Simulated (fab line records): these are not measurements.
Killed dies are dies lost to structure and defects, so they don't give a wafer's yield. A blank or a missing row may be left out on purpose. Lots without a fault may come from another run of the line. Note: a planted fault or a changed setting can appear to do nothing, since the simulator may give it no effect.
fab line records | flow sky130
[record] lots = 11 | wafers = 33 | lastDay = 50
route steps=708 shown CONTACT@407 METAL1@435 PAD_OPEN@708
lots with no fault: from the same line, run without faults
startH: hours from the record's first day to the start of the lot's first wafer shown | waitH: how many hours have passed since the lot's step before this one | " unchanged from the row above | L1.1+2: a row that stands for several wafers | - no value present, or no start provided | * or withheld: withheld | < > ~ a bound
route shown NAME@n: names a module that has steps shown in the file, with the first one's number in the route | usual: the fault-free wafers' mean and standard deviation | same: alike in all rows | chamber/n: place in a boat | sites: readings site by site | _std_site: standard deviation of those values | _edge_site: inner sites' mean taken away from outer sites' mean | radiusMm: for every site, how far away it sits from the centre of the wafer | mask NAME#n: copy n | behind: tool/chamber where the wafer was last shaped | hold: why the lot went on hold/how many hours it stayed there/how the hold came to an end | device: the n, p or np transistor that did not switch | end of line: tests run on the same wafers once the route is complete | where a step has no rows: the recipe by itself | killed: dies that structure and defects cost at the first sort, which is not the same as the wafer's yield | map: a wafer's dies, marking killed ones x, the rest . and places with no die _
set.NAME: setting as actually run; set.NAME@STEP: the setting as run at that earlier step | model.NAME: the simulator's own value behind a step, which no gauge read
steps of the route over a sample of lots; a table a step, a row a wafer
services: when a tool's chamber went out of use (startH, in hours from the record's first day, below 0 if earlier), for how many hours, and the reason
[[steps]]
[step SKY_CONTACT_THK_MEAS_01]
[recipe] reads = Si3N4_of_CONTACT_CVD_00
[usual] CONTACT_CVD_00_THK = 74.7/1.1
lot.wafer | tool         | chamber | startH | waitH | CONTACT_CVD_00_THK[nm]
L274.2    | filmMetro-03 | -       | 705.79 | -     | 74.0
L274.5    | "            | -       | "      | "     | 75.2
L274.6    | "            | -       | "      | "     | 75.2
L275.3    | filmMetro-01 | -       | 723.57 | -     | 75.1
L275.5    | "            | -       | "      | "     | 75.2
L275.6    | "            | -       | "      | "     | 74.6
L279.1    | filmMetro-01 | -       | 750.70 | -     | 73.6
L279.3    | "            | -       | "      | "     | 73.6
L279.6    | "            | -       | "      | "     | 77.2
L280.1    | filmMetro-03 | -       | 758.10 | -     | 75.2
L280.2    | "            | -       | "      | "     | 74.4
L280.4    | "            | -       | "      | "     | 75.5
L283.1    | filmMetro-03 | -       | 780.45 | -     | 73.9
L283.3    | "            | -       | "      | "     | 72.1
L283.6    | "            | -       | "      | "     | 74.0
L284.4    | filmMetro-01 | -       | 784.84 | -     | 74.0
L284.5    | "            | -       | "      | "     | 75.7
L284.6    | "            | -       | "      | "     | 75.2
L289.2    | filmMetro-03 | -       | 835.50 | -     | 73.2
L289.3    | "            | -       | "      | "     | 74.5
L289.4    | "            | -       | "      | "     | 75.1
L292.1    | filmMetro-04 | -       | 848.54 | -     | 75.4
L292.3    | "            | -       | "      | "     | 74.8
L292.5    | "            | -       | "      | "     | 74.0
L293.3    | filmMetro-01 | -       | 859.29 | -     | 74.6
L293.4    | "            | -       | "      | "     | 75.8
L293.6    | "            | -       | "      | "     | 75.6
L295.1    | filmMetro-03 | -       | 868.75 | -     | 72.7
L295.4    | "            | -       | "      | "     | 73.7
L295.5    | "            | -       | "      | "     | 74.6
L296.1    | filmMetro-03 | -       | 875.49 | -     | 74.6
L296.2    | "            | -       | "      | "     | 75.5
L296.5    | "            | -       | "      | "     | 75.1
[step SKY_CONTACT_ETCH_17]
[recipe] target = SiO2 | chemistry = C4F8/O2/Ar | stopOn = Si3N4 | maskMaterial = KrF-thick | sourceW = 1500 | biasW = 1200 | pressureMtorr = 40 | c4f8FlowSccm = withheld | O2_flow_sccm = 6 | Ar_flow_sccm = 300 | timeS = withheld | targetDepthA = 3400
[usual] biasW = 1200/4 | oesProductAu = 0.892/0.0046 | rfFwdPowerW = 1489/5.4
lot.wafer | tool       | chamber | startH | waitH | biasW | oesProductAu | rfFwdPowerW
L274.2    | rieDiel-04 | 0       | 733.86 | 0.0   | 1204  | 0.895        | 1494
L274.5    | "          | 0       | "      | "     | 1200  | 0.890        | 1492
L274.6    | "          | 1       | "      | "     | 1196  | 0.888        | 1487
L275.3    | rieDiel-01 | 2       | 752.29 | 0.0   | 1203  | 0.894        | 1485
L275.5    | "          | 3       | "      | "     | 1204  | 0.892        | 1494
L275.6    | "          | 0       | "      | "     | 1197  | 0.893        | 1481
L279.1    | rieDiel-04 | 3       | 778.31 | 0.0   | 1199  | 0.892        | 1480
L279.3    | "          | 1       | "      | "     | 1197  | 0.894        | 1490
L279.6    | "          | 3       | "      | "     | 1198  | 0.892        | 1478
L280.1    | rieDiel-04 | 2       | 785.81 | 0.0   | 1201  | 0.883        | 1491
L280.2    | "          | 0       | "      | "     | 1204  | 0.895        | 1484
L280.4    | "          | 3       | "      | "     | 1194  | 0.892        | 1481
L283.1    | rieDiel-04 | 0       | 807.92 | 0.0   | 1191  | 0.896        | 1725
L283.3    | "          | 2       | "      | "     | 1198  | 0.897        | 1723
L283.6    | "          | 1       | "      | "     | 1199  | 0.888        | 1730
L284.4    | rieDiel-04 | 0       | 812.46 | 0.0   | 1197  | 0.895        | 1728
L284.5    | "          | 2       | "      | "     | 1205  | 0.884        | 1734
L284.6    | "          | 3       | "      | "     | 1196  | 0.892        | 1727
L289.2    | rieDiel-03 | 2       | 861.22 | 0.0   | 1199  | 0.894        | 1497
L289.3    | "          | 0       | "      | "     | 1202  | 0.890        | 1492
L289.4    | "          | 1       | "      | "     | 1200  | 0.894        | 1479
L292.1    | rieDiel-01 | 1       | 874.77 | 0.0   | 1200  | 0.896        | 1488
L292.3    | "          | 3       | "      | "     | 1198  | 0.889        | 1490
L292.5    | "          | 2       | "      | "     | 1202  | 0.886        | 1494
L293.3    | rieDiel-03 | 1       | 886.61 | 0.0   | 1207  | 0.890        | 1487
L293.4    | "          | 2       | "      | "     | 1206  | 0.890        | 1491
L293.6    | "          | 1       | "      | "     | 1205  | 0.890        | 1484
L295.1    | rieDiel-04 | 3       | 895.26 | 0.0   | 1196  | 0.899        | 1490
L295.4    | "          | 0       | "      | "     | 1190  | 0.889        | 1487
L295.5    | "          | 2       | "      | "     | 1205  | 0.897        | 1486
L296.1    | rieDiel-03 | 2       | 901.94 | 0.0   | 1202  | 0.887        | 1493
L296.2    | "          | 1       | "      | "     | 1193  | 0.896        | 1486
L296.5    | "          | 1       | "      | "     | 1199  | 0.884        | 1488
[step SKY_CONTACT_ETCH_18]
[recipe] target = Si3N4 | chemistry = CHF3/O2 | stopOn = TiN | sourceW = 600 | biasW = 200 | pressureMtorr = 40 | chf3FlowSccm = 50 | O2_flow_sccm = 5 | timeS = 39 | targetDepthA = 750
[usual] biasW = 200.1/0.67 | drypumpMotorCurrentA = 5.7/0.61 | oesProductAu = 0.853/0.0078 | rfFwdPowerW = 593.7/2.2 | throttleValvePct = 8.793/0.0095
lot.wafer | tool       | chamber | startH | waitH | biasW | drypumpMotorCurrentA | oesProductAu | rfFwdPowerW | rfHoursCounterH | throttleValvePct
L274.2    | rieDiel-04 | 0       | -      | -     | 200.3 | 5.6                  | 0.848        | 591.0       | 10              | 8.782
L274.5    | "          | 0       | "      | "     | 200.4 | 5.6                  | 0.860        | 591.5       | -               | 8.793
L274.6    | "          | 1       | "      | "     | 200.2 | 6.1                  | 0.858        | 592.7       | -               | 8.801
L275.3    | rieDiel-01 | 2       | -      | -     | 199.8 | 5.1                  | 0.859        | 592.7       | 22              | 8.806
L275.5    | "          | 3       | "      | "     | 199.1 | 5.7                  | 0.848        | 590.5       | -               | 8.798
L275.6    | "          | 0       | "      | "     | 200.1 | 6.6                  | 0.858        | 595.1       | -               | 8.799
L279.1    | rieDiel-04 | 3       | -      | -     | 200.7 | 6.6                  | 0.844        | 590.4       | 13              | 8.789
L279.3    | "          | 1       | "      | "     | 200.4 | 6.1                  | 0.840        | 588.0       | 14              | 8.797
L279.6    | "          | 3       | "      | "     | 199.8 | 6.6                  | 0.866        | 593.4       | -               | 8.784
L280.1    | rieDiel-04 | 2       | -      | -     | 197.9 | 5.3                  | 0.848        | 595.0       | 1               | 8.778
L280.2    | "          | 0       | "      | "     | 199.6 | 5.6                  | 0.840        | 594.5       | 12              | 8.804
L280.4    | "          | 3       | "      | "     | 198.8 | 6.5                  | 0.852        | 590.1       | 14              | 8.792
L283.1    | rieDiel-04 | 0       | -      | -     | 199.6 | 5.6                  | 0.818        | 593.9       | 13              | 8.788
L283.3    | "          | 2       | "      | "     | 199.8 | 5.3                  | 0.812        | 592.0       | 1               | 8.794
L283.6    | "          | 1       | "      | "     | 200.3 | 6.1                  | 0.816        | 591.8       | -               | 8.789
L284.4    | rieDiel-04 | 0       | -      | -     | 198.3 | 5.6                  | 0.819        | 594.5       | 13              | 8.779
L284.5    | "          | 2       | "      | "     | 200.2 | 5.3                  | 0.828        | 590.2       | -               | 8.795
L284.6    | "          | 3       | "      | "     | 198.9 | 6.5                  | 0.831        | 593.1       | -               | 8.768
L289.2    | rieDiel-03 | 2       | -      | -     | 199.6 | 5.1                  | 0.835        | 594.0       | 18              | 8.790
L289.3    | "          | 0       | "      | "     | 199.7 | 6.6                  | 0.849        | 595.2       | 3               | 8.787
L289.4    | "          | 1       | "      | "     | 200.6 | 5.8                  | 0.855        | 591.8       | -               | 8.800
L292.1    | rieDiel-01 | 1       | -      | -     | 199.6 | 5.9                  | 0.850        | 594.4       | 9               | 8.784
L292.3    | "          | 3       | "      | "     | 199.3 | 5.7                  | 0.847        | 592.3       | 25              | 8.804
L292.5    | "          | 2       | "      | "     | 201.6 | 5.1                  | 0.852        | 594.8       | -               | 8.784
L293.3    | rieDiel-03 | 1       | -      | -     | 200.2 | 5.8                  | 0.857        | 591.5       | 14              | 8.802
L293.4    | "          | 2       | "      | "     | 200.6 | 5.1                  | 0.855        | 594.0       | -               | 8.805
L293.6    | "          | 1       | "      | "     | 199.4 | 5.8                  | 0.853        | 592.1       | -               | 8.791
L295.1    | rieDiel-04 | 3       | -      | -     | 200.7 | 6.6                  | 0.837        | 594.4       | 18              | 8.781
L295.4    | "          | 0       | "      | "     | 200.9 | 5.6                  | 0.844        | 593.6       | 16              | 8.803
L295.5    | "          | 2       | "      | "     | 201.0 | 5.3                  | 0.854        | 595.6       | -               | 8.796
L296.1    | rieDiel-03 | 2       | -      | -     | 200.9 | 5.1                  | 0.855        | 593.5       | 19              | 8.803
L296.2    | "          | 1       | "      | "     | 199.2 | 5.8                  | 0.858        | 593.3       | 15              | 8.811
L296.5    | "          | 1       | "      | "     | 200.6 | 5.8                  | 0.854        | 590.9       | -               | 8.792
[step SKY_CONTACT_STRIP_19]
[recipe] chemistry = O2/N2 | powerW = 1400 | pressureMtorr = 1500 | platenTempC = withheld | o2FlowSccm = 3000 | n2FlowSccm = 300 | overashFraction = 0.5
[usual] drypumpMotorCurrentA = 6.16/0.26 | n2FlowSccm = 300.0/1 | oesProductAu = 0.381/0.0045 | stripTimeToEndpointS = 3.62/0.034
lot.wafer | tool           | chamber | startH | waitH | drypumpMotorCurrentA | n2FlowSccm | oesProductAu | rfHoursCounterH | stripTimeToEndpointS
L274.2    | plasmaAsher-04 | 1       | 733.95 | -     | 6.37                 | 301.3      | 0.382        | 31              | 3.63
L274.5    | "              | 1       | "      | "     | 6.39                 | 299.5      | 0.379        | -               | 3.62
L274.6    | "              | 0       | "      | "     | 6.46                 | 298.6      | 0.380        | -               | 3.66
L275.3    | plasmaAsher-04 | 1       | 752.41 | -     | 6.42                 | 299.0      | 0.384        | -               | 3.62
L275.5    | "              | 0       | "      | "     | 6.43                 | 300.5      | 0.385        | -               | 3.60
L275.6    | "              | 1       | "      | "     | 6.45                 | 298.0      | 0.378        | -               | 3.56
L279.1    | plasmaAsher-03 | 0       | 778.40 | -     | 6.05                 | 299.7      | 0.376        | 97              | 3.55
L279.3    | "              | 0       | "      | "     | 6.09                 | 299.5      | 0.390        | -               | 3.67
L279.6    | "              | 1       | "      | "     | 6.29                 | 300.9      | 0.378        | -               | 3.58
L280.1    | plasmaAsher-01 | 0       | 785.90 | -     | 5.88                 | 300.5      | 0.380        | 5               | 3.62
L280.2    | "              | 1       | "      | "     | 5.70                 | 299.2      | 0.384        | 5               | 3.59
L280.4    | "              | 1       | "      | "     | 5.69                 | 299.3      | 0.379        | -               | 3.56
L283.1    | plasmaAsher-03 | 0       | 808.01 | -     | 6.08                 | 300.3      | 0.377        | 100             | 3.57
L283.3    | "              | 1       | "      | "     | 6.31                 | 298.9      | 0.377        | -               | 3.56
L283.6    | "              | 0       | "      | "     | 6.06                 | 300.4      | 0.385        | -               | 3.63
L284.4    | plasmaAsher-04 | 0       | 812.58 | -     | 6.44                 | 299.5      | 0.387        | -               | 3.57
L284.5    | "              | 0       | "      | "     | 6.50                 | 300.6      | 0.385        | -               | 3.58
L284.6    | "              | 1       | "      | "     | 6.39                 | 299.0      | 0.380        | -               | 3.53
L289.2    | plasmaAsher-04 | 1       | 861.31 | -     | 6.42                 | 300.1      | 0.391        | 40              | 3.63
L289.3    | "              | 1       | "      | "     | 6.40                 | 299.9      | 0.381        | -               | 3.64
L289.4    | "              | 0       | "      | "     | 6.44                 | 299.5      | 0.377        | -               | 3.68
L292.1    | plasmaAsher-03 | 0       | 874.86 | -     | 6.04                 | 299.4      | 0.376        | 107             | 3.67
L292.3    | "              | 1       | "      | "     | 6.31                 | 299.0      | 0.378        | -               | 3.67
L292.5    | "              | 1       | "      | "     | 6.31                 | 302.1      | 0.383        | -               | 3.61
L293.3    | plasmaAsher-01 | 0       | 886.73 | -     | 5.88                 | 299.7      | 0.383        | -               | 3.68
L293.4    | "              | 1       | "      | "     | 5.71                 | 300.8      | 0.380        | -               | 3.67
L293.6    | "              | 1       | "      | "     | 5.70                 | 300.5      | 0.382        | -               | 3.66
L295.1    | plasmaAsher-01 | 0       | 895.35 | -     | 5.87                 | 300.1      | 0.382        | 16              | 3.59
L295.4    | "              | 0       | "      | "     | 5.87                 | 298.7      | 0.376        | -               | 3.63
L295.5    | "              | 1       | "      | "     | 5.70                 | 298.2      | 0.379        | -               | 3.61
L296.1    | plasmaAsher-03 | 1       | 902.03 | -     | 6.31                 | 301.5      | 0.382        | 110             | 3.68
L296.2    | "              | 0       | "      | "     | 6.05                 | 300.0      | 0.384        | 110             | 3.68
L296.5    | "              | 0       | "      | "     | 6.05                 | 298.8      | 0.386        | -               | 3.69
[step SKY_METAL1_SPUTTER_01]
[recipe] material = TiN | targetThkNm = 20 | powerW = 6500 | timeS = 16.7 | chamberPressurePa = 0.4
[usual] throttleValvePct = 29.8/0.93
lot.wafer | tool          | chamber | startH | waitH | throttleValvePct
L274.2    | pvdSputter-03 | -       | 735.24 | 0.0   | 30.7
L274.5    | "             | -       | "      | "     | 30.4
L274.6    | "             | -       | "      | "     | 30.5
L275.3    | pvdSputter-01 | -       | 753.64 | 0.0   | 28.1
L275.5    | "             | -       | "      | "     | 30.1
L275.6    | "             | -       | "      | "     | 30.1
L279.1    | pvdSputter-02 | -       | 779.66 | 0.0   | 28.5
L279.3    | "             | -       | "      | "     | 27.8
L279.6    | "             | -       | "      | "     | 30.5
L280.1    | pvdSputter-01 | -       | 787.16 | 0.0   | 29.4
L280.2    | "             | -       | "      | "     | 28.4
L280.4    | "             | -       | "      | "     | 29.7
L283.1    | pvdSputter-03 | -       | 809.28 | 0.0   | 30.2
L283.3    | "             | -       | "      | "     | 30.6
L283.6    | "             | -       | "      | "     | 30.6
L284.4    | pvdSputter-03 | -       | 813.81 | 0.0   | 30.4
L284.5    | "             | -       | "      | "     | 30.3
L284.6    | "             | -       | "      | "     | 30.5
L289.2    | pvdSputter-01 | -       | 862.58 | 0.0   | 30.2
L289.3    | "             | -       | "      | "     | 29.7
L289.4    | "             | -       | "      | "     | 29.8
L292.1    | pvdSputter-02 | -       | 876.13 | 0.0   | 28.3
L292.3    | "             | -       | "      | "     | 28.0
L292.5    | "             | -       | "      | "     | 28.3
L293.3    | pvdSputter-02 | -       | 888.02 | 0.0   | 30.8
L293.4    | "             | -       | "      | "     | 27.6
L293.6    | "             | -       | "      | "     | 28.2
L295.1    | pvdSputter-01 | -       | 896.64 | 0.0   | 29.6
L295.4    | "             | -       | "      | "     | 28.2
L295.5    | "             | -       | "      | "     | 30.1
L296.1    | pvdSputter-03 | -       | 903.30 | 0.0   | 30.7
L296.2    | "             | -       | "      | "     | 30.0
L296.5    | "             | -       | "      | "     | 30.6
[step SKY_PAD_OPEN_PROBE_99]
[usual] killed_at_M0_to_M3 = 43/7.6 | killed_at_M4_up = 2.9/1.7 | killedAtContacts = 24/5.5 | killedAtFrontEnd = 15/4.2 | killedAtOther = 0.3/0.52 | killedDies = 86/9.4 | killedOpen = 47/7 | killedShort = 39/6.4
[same] grossDies = 492 | killedAtBackSide = 0
lot.wafer | tool      | chamber | startH  | waitH | killed_at_M0_to_M3 | killed_at_M4_up | killedAtContacts | killedAtFrontEnd | killedAtOther | killedDies | killedOpen | killedShort
L279.1    | prober-01 | -       | 1108.65 | 0.1   | 54                 | 2               | 22               | 16               | 0             | 94         | 51         | 43
L279.3    | prober-01 | -       | 1108.75 | 0.2   | 43                 | 3               | 23               | 21               | 0             | 90         | 56         | 34
L279.6    | prober-01 | -       | 1108.90 | 0.2   | 43                 | 6               | 24               | 20               | 0             | 93         | 45         | 48
L280.1    | prober-02 | -       | 1114.89 | 0.1   | 31                 | 3               | 18               | 16               | 0             | 68         | 38         | 30
L280.2    | prober-02 | -       | 1114.94 | 0.1   | 47                 | 0               | 30               | 15               | 0             | 92         | 54         | 38
L280.4    | prober-02 | -       | 1115.04 | 0.2   | 45                 | 1               | 24               | 12               | 0             | 82         | 37         | 45
L295.1    | prober-01 | -       | 1192.10 | 0.1   | 42                 | 6               | 26               | 15               | 0             | 89         | 50         | 39
L295.4    | prober-01 | -       | 1192.25 | 0.2   | 35                 | 1               | 28               | 20               | 0             | 84         | 45         | 39
L295.5    | prober-01 | -       | 1192.30 | 0.2   | 44                 | 3               | 25               | 24               | 0             | 96         | 50         | 46
// killed by level:class
L279.1 VIA1:geometricParticle:open=13 VIA2:geometricParticle:open=7 LI_CONTACT:geometricParticle:open=6 CONTACT:geometricParticle:open=6 METAL1:geometricParticle:short=6 VIA1:geometricParticle:short=5 VIA3:geometricParticle:open=5 POLY_GATE:geometricParticle:open=4
L279.3 VIA2:geometricParticle:open=10 CONTACT:geometricParticle:open=8 VIA1:geometricParticle:open=8 POLY_GATE:geometricParticle:open=7 LI_CONTACT:geometricParticle:open=7 FIELD_ISO:geometricParticle:short=6 VIA3:geometricParticle:open=6 FIELD_ISO:geometricParticle:open=4
L279.6 CONTACT:geometricParticle:short=8 CONTACT:geometricParticle:open=8 VIA3:geometricParticle:open=8 POLY_GATE:geometricParticle:open=7 METAL3:geometricParticle:short=6 FIELD_ISO:geometricParticle:short=5 VIA2:geometricParticle:open=5 VIA1:geometricParticle:open=5
L280.1 CONTACT:geometricParticle:open=6 FIELD_ISO:geometricParticle:short=5 VIA1:geometricParticle:open=5 VIA3:geometricParticle:open=5 VIA2:geometricParticle:open=5 FIELD_ISO:geometricParticle:open=4 CONTACT:geometricParticle:short=4 METAL1:geometricParticle:short=4
L280.2 VIA1:geometricParticle:open=17 LI_CONTACT:geometricParticle:open=10 CONTACT:geometricParticle:short=8 CONTACT:geometricParticle:open=7 METAL1:geometricParticle:short=7 VIA1:geometricParticle:short=7 VIA2:geometricParticle:open=6 FIELD_ISO:geometricParticle:short=5
L280.4 VIA1:geometricParticle:open=12 LI_CONTACT:geometricParticle:short=8 METAL2:geometricParticle:short=8 VIA3:geometricParticle:open=6 LI_CONTACT:geometricParticle:open=5 CONTACT:geometricParticle:short=5 CONTACT:geometricParticle:open=5 VIA1:geometricParticle:short=5
L295.1 CONTACT:geometricParticle:open=11 LI_CONTACT:geometricParticle:open=7 METAL1:geometricParticle:short=7 VIA2:geometricParticle:open=7 VIA1:geometricParticle:open=6 FIELD_ISO:geometricParticle:open=5 METAL3:geometricParticle:short=5 POLY_GATE:geometricParticle:short=4
L295.4 FIELD_ISO:geometricParticle:open=8 CONTACT:geometricParticle:open=8 VIA2:geometricParticle:open=8 LI_CONTACT:geometricParticle:short=7 VIA3:geometricParticle:open=7 METAL2:geometricParticle:short=6 FIELD_ISO:geometricParticle:short=5 LOCAL_INTERCONNECT:geometricParticle:short=5
L295.5 CONTACT:geometricParticle:open=12 VIA1:geometricParticle:open=11 POLY_GATE:geometricParticle:short=7 METAL1:geometricParticle:short=7 VIA3:geometricParticle:open=7 FIELD_ISO:geometricParticle:open=6 METAL2:geometricParticle:short=6 POLY_GATE:geometricParticle:open=5
[[services]]
tool           | chamber | startH | hours | kind
pvdSputter-01  | -       | 725.85 | 3.6   | repair
plasmaAsher-01 | -       | 733.75 | 9.0   | pm
rieDiel-04     | 3       | 735.90 | 7.5   | repair
pvdSputter-02  | -       | 741.54 | 26.9  | repair
rieDiel-03     | 2       | 743.35 | 11.7  | repair
rieDiel-04     | 2       | 743.44 | -     | clean
rieDiel-04     | 2       | 743.44 | 15.9  | scheduledDown
rieDiel-04     | 2       | 743.44 | 15.9  | ventCycle
rieDiel-03     | 0       | 755.06 | -     | clean
rieDiel-03     | 0       | 755.06 | 13.8  | scheduledDown
rieDiel-03     | 0       | 755.06 | 13.8  | ventCycle
pvdSputter-01  | -       | 755.98 | 2.7   | repair
plasmaAsher-04 | -       | 770.00 | 29.4  | repair
rieDiel-04     | 1       | 779.01 | 6.4   | repair
rieDiel-04     | -       | 788.21 | 0.8   | repair
rieDiel-01     | 3       | 820.58 | 2.0   | repair
plasmaAsher-01 | -       | 826.01 | 0.5   | repair
rieDiel-03     | 3       | 826.75 | 6.9   | repair
pvdSputter-03  | -       | 833.20 | 2.4   | repair
rieDiel-03     | 3       | 848.92 | -     | clean
rieDiel-03     | 3       | 848.92 | 38.6  | scheduledDown
rieDiel-04     | -       | 856.83 | 0.5   | repair
plasmaAsher-01 | -       | 867.70 | 3.3   | repair
rieDiel-03     | 1       | 894.74 | 1.9   | repair
[[key]]
[firstSign] step = SKY_CONTACT_ETCH_17 | reading = rfFwdPowerW | direction = up | sigmas = 44 | usual = 1489 | struck = 1728
[effect] step = SKY_CONTACT_ETCH_18 | reading = oesProductAu | direction = down | sigmas = 4.1 | usual = 0.853 | struck = 0.821
metAt SKY_CONTACT_ETCH_17
struckLots L283,L284
testerLeftOut L283,L284
notActingAt SKY_CONTACT_THK_MEAS_01,SKY_CONTACT_STRIP_19,SKY_METAL1_SPUTTER_01
onsetBetween 785.81 807.92
[fault] kind = processParameterDrift | tool = rieDiel-04 | chamber = - | onsetH = 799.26 | steps = SKY_CONTACT_ETCH_17 | channel = sourceW | offset = 240 | shape = step | endH = 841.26 | actsIn = theseRecipesOnly | stated = 1500
// testerLeftOut: of these lots the tester's yield and bins aren't shown, on N5 and GAA mostly nor the transistor test; their killed dies are dies lost to structure and defects alone, not to doping, threshold or leakage, so they don't give the yield
